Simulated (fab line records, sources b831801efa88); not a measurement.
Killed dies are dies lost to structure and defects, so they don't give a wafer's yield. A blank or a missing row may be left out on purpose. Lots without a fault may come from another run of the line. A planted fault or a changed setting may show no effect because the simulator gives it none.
One fault seen from 2 desks | flow sky130 | each desk has only its own numbers; what lay behind them comes last

THE METROLOGY DESK
What the gauges read, lot by lot, whatever tool the lot ran on: means of the sampled wafers that have a number. A lot is out of limits, marked OUT, if its mean lies more than 4 standard deviations from the usual mean; the brackets give that distance.
Columns: A = cd_nm at SKY_SD_P_CD_MEAS_07, usual 379.9 nm; B = LI_CONTACT_HDPCVD_THK at SKY_LI_CONTACT_THK_MEAS_01, usual 936 nm
lot  | first seen here | A               | B
L445 | day 25 22:20    | 380.0           | 941
L446 | day 26 07:02    | 380.7           | 948
L448 | day 26 18:53    | 382.4           | 942
L453 | day 28 14:56    | 251.0 (-64) OUT | -
L454 | day 29 07:06    | 277.5 (-51) OUT | -
L457 | day 30 02:56    | 382.5           | 927
L458 | day 30 13:35    | 381.3           | 919
L459 | day 31 00:38    | 379.4           | 939
L462 | day 31 22:38    | 383.4           | 948
L463 | day 32 09:00    | 377.7           | 926
L464 | day 32 20:17    | 379.4           | 942
L467 | day 33 07:29    | 378.4           | 946
This desk's finding: out of limits on L453, L454; first on L453, day 28 14:56 (cd_nm at SKY_SD_P_CD_MEAS_07). In limits: L445, L446, L448, L457, L458, L459, L462, L463, L464, L467.

THE TOOL OWNER'S DESK: litho_track-04
The tool's own readings at SKY_SD_P_DEVELOP_06 (develop time 60 s): means of the sampled wafers that have a number, for each lot that ran on this tool. A lot is out of limits, marked OUT, if its mean lies more than 4 standard deviations from the usual mean; the brackets give that distance.
Columns: A = exhaust_pa at SKY_SD_P_DEVELOP_06, usual 44.8 Pa
lot  | first seen here | A
L445 | day 25 22:11    | 45.9
L446 | day 26 06:53    | 44.3
L448 | day 26 18:44    | 43.3
L453 | day 28 14:47    | 45.1
L454 | day 29 06:57    | 43.1
L462 | day 31 22:29    | 45.4
L463 | day 32 08:51    | 44.6
L464 | day 32 20:08    | 46.3
This desk's finding: nothing out of limits on any of the 8 lots.

PUT TOGETHER
The metrology desk could have raised an alarm at day 28 14:56, on L453, L454.
The tool owner's desk saw nothing out of limits.
The tool owner's desk has L453, L454 on record, within its limits.
Of the lots named, all ran SKY_SD_P_DEVELOP_06 on litho_track-04.

WHAT THE SIMULATOR HAD PUT IN
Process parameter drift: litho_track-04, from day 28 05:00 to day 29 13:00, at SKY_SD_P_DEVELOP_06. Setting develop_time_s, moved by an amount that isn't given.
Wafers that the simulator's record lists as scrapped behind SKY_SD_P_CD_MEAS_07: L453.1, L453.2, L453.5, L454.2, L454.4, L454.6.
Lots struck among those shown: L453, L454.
Hours from the fault's start to each desk's first reading out of limits: the metrology desk, 10.
